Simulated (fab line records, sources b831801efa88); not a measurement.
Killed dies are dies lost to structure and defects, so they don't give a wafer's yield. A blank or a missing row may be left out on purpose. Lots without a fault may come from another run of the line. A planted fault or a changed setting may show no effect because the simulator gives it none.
A struck lot beside a sound one | flow sky130 | 43 steps out of a route of 708
Sound: wafers L864.2, L864.5, L864.6. Struck: wafers L876.2, L876.4, L876.5. The cause comes at the end.
At each step with rows: each side's tool, then ch and its chambers, then its first start. Under that, the readings that differ: sound wafers | struck wafers | difference of the means | sigmas: that difference in standard deviations of wafers without a fault.
alike: readings whose means differ by less than 2 such deviations, and words and numbers that are the same on both sides. not compared: withheld readings, readings that some wafer has no value for, bounds like >300 that may hide the same value, and numbers for which the record gives no deviation and whose values overlap.
The two part at a step that has a row with sigmas, a row that says differs or no value, or rows on one side only. Numbers that don't overlap but have no deviation are shown without sigmas and don't part them. A reading that every wafer of one side lacks parts them only if that side has two wafers or more.

first, 5 steps without rows for these wafers: SKY_METAL2_COAT_10 (resist thk 450 nm); SKY_METAL2_SOFTBAKE_11 (time 90 s); SKY_METAL2_EXPOSE_12 (exposes mask MM2, target cd 140 nm); SKY_METAL2_PEB_13; SKY_METAL2_DEVELOP_14 (develop time 60 s).
SKY_METAL2_CD_MEAS_15: target cd 140 nm.
  sound on cd_sem-02, day 35 14:59; struck on cd_sem-02, day 39 16:49
  alike: cd_nm
SKY_METAL2_OVL_MEAS_16:
  sound on overlay-01, day 35 15:05; struck on overlay-02, day 39 16:55
  alike: METAL2_OVL
then, 3 steps without rows for these wafers: SKY_METAL2_DESCUM_17 (chemistry O2, time 8 s); SKY_METAL2_ETCH_18 (etches BARC in N2/H2, stops on SiO2, time 45.9 s, target depth 60 nm); SKY_METAL2_METAL_ETCH_19 (etches the open film in Cl2/BCl3, stops on SiO2, target depth 360 nm, time 78 s).
SKY_METAL2_STRIP_20: strips in O2/N2.
  sound on plasma_asher-04 ch 0,1, day 35 15:19; struck on plasma_asher-04 ch 0,1, day 39 17:08
  alike: drypump_motor_current_A, oes_product_au, strip_time_to_endpoint_s
  not compared: rf_hours_counter_h
then, 1 step without rows for these wafers: SKY_METAL2_STRIP_21 (strips in post etch residue remover, time 1200 s).
SKY_METAL2_CLEAN_22: cleans in IPA, time 180 s.
  sound on wet_bench-04 ch 3, day 35 15:45; struck on wet_bench-01 ch 0, day 39 17:37
then, 2 steps without rows for these wafers: SKY_METAL2_CLEAN_23 (cleans in O3/DIW); SKY_VIA2_HDPCVD_00 (deposits SiO2, target thk 1180 nm, time 196.7 s).
SKY_VIA2_THK_MEAS_01:
  sound on film_metro-03, day 35 16:02; struck on film_metro-02, day 39 17:54
  alike: VIA2_HDPCVD_THK
then, 1 step without rows for these wafers: SKY_VIA2_CMP_02 (polishes SiO2).
SKY_VIA2_BOW_MEAS_03:
  sound on film_metro-03, day 35 16:25; struck on film_metro-03, day 39 18:16
  alike: VIA2_BOW
then, 8 steps without rows for these wafers: SKY_VIA2_DEHYDRATE_04 (time 60 s); SKY_VIA2_HMDS_05 (prime time 60 s); SKY_VIA2_COAT_06 (resist thk 60 nm); SKY_VIA2_COAT_07 (resist thk 450 nm); SKY_VIA2_SOFTBAKE_08 (time 90 s); SKY_VIA2_EXPOSE_09 (exposes mask VIM2, target cd 200 nm); SKY_VIA2_PEB_10; SKY_VIA2_DEVELOP_11 (develop time 60 s).
SKY_VIA2_CD_MEAS_12: target cd 200 nm.
  sound on cd_sem-02, day 36 17:58; struck on cd_sem-01, day 40 18:25
  alike: cd_nm
SKY_VIA2_OVL_MEAS_13:
  sound on overlay-02, day 36 18:04; struck on overlay-02, day 40 18:31
  alike: VIA2_OVL
SKY_VIA2_ETCH_14: etches BARC in N2/H2, stops on SiO2, time 45.9 s, target depth 60 nm.
  sound on rie_diel-01 ch 0,1,3, day 36 18:06; struck on rie_diel-01 ch 0,2, day 40 18:33
  alike: drypump_motor_current_A, oes_product_au, throttle_valve_pct
  not compared: rf_hours_counter_h
then, 5 steps without rows for these wafers: SKY_VIA2_ETCH_15 (etches SiO2 in C4F8/O2/Ar, stops on TiN, target depth 546 nm, time 84 s); SKY_VIA2_STRIP_16 (strips in O2/N2); SKY_VIA2_STRIP_17 (strips in post etch residue remover, time 1200 s); SKY_VIA2_CLEAN_18 (cleans in IPA, time 180 s); SKY_VIA2_CLEAN_19 (cleans in O3/DIW).
SKY_VIA2_SPUTTER_20: material TiN, target thk 20 nm, time 80 s.
  sound on pvd_sputter-04, day 36 18:50; struck on pvd_sputter-04, day 40 19:15
  alike: throttle_valve_pct
SKY_VIA2_CVD_21: deposits W, target thk 420 nm, time 126.4 s.
  sound on cvd_w-02 ch 0,1, day 36 18:53; struck on cvd_w-01 ch 0,1, day 40 19:19
  alike: heater_power_w
SKY_VIA2_RS_MEAS_22: measures by four-point-probe.
  sound on film_metro-04, day 36 19:02; struck on film_metro-03, day 40 19:28
  alike: VIA2_W_RS
SKY_VIA2_THK_MEAS_23: measures by xrf.
  sound on film_metro-04, day 36 19:09; struck on film_metro-03, day 40 19:34
  reading         | sound       | struck      | difference | sigmas
  VIA2_W_THK (nm) | 400 398 399 | 418 407 415 | +14        | +3
then, 3 steps without rows for these wafers: SKY_VIA2_CMP_24 (polishes, stops on SiO2, t overpolish 20 s, target thk 0 nm); SKY_METAL3_SPUTTER_00 (material Ti, target thk 15 nm, time 10 s); SKY_METAL3_SPUTTER_01 (material TiN, target thk 20 nm, time 16.7 s).
SKY_METAL3_SPUTTER_02: material AlCu, target thk 735 nm, time 39.1 s.
  sound on pvd_sputter-03, day 36 19:33; struck on pvd_sputter-04, day 40 19:58
  alike: throttle_valve_pct
-- the record jumps here: 8 days lie between the struck wafers' starts before and after (it left off in module METAL3 and takes up again in module PAD_OPEN, whose first step shown is number 708 of the route) --
SKY_PAD_OPEN_PROBE_99:
  sound on prober-01, day 46 00:29; struck on prober-01, day 49 02:46
  reading                               | sound             | struck            | difference | sigmas
  killed_at_M0_to_M3                    | 41 45 44          | 73 69 63          | +25        | +4
  sort_bin_3_pad_short (%)              | 1.2 1.4 0.4       | 1.8 2.6 1.2       | +0.9       | +2
  sort_bin_5_function (%)               | 12.4 12.0 8.5     | 15.0 13.4 14.6    | +3.4       | +2
  model.etest.tester.sort_n_pass        | 398 397 405       | 379 376 389       | -19        |
  model.etest.tester.sort_yield_pct (%) | 80.89 80.69 82.32 | 77.03 76.42 79.06 | -3.80      |
  model.etest.tester.sort_bin_5_pct (%) | 12.4 11.99 8.537  | 15.04 13.41 14.63 | +3.38      |
  alike: defect_limited_yield, killed_at_M4_up, killed_at_contacts, killed_at_front_end, killed_at_other, killed_dies, killed_open, killed_short, sort_bin_6_memory, sort_n_pass, sort_yield_pct
  not compared: model.etest.tester.sort_bin_3_pct

WHERE THEY PART
First at SKY_VIA2_THK_MEAS_23; last, within this record, at SKY_PAD_OPEN_PROBE_99.

WHY: what the simulator had put in
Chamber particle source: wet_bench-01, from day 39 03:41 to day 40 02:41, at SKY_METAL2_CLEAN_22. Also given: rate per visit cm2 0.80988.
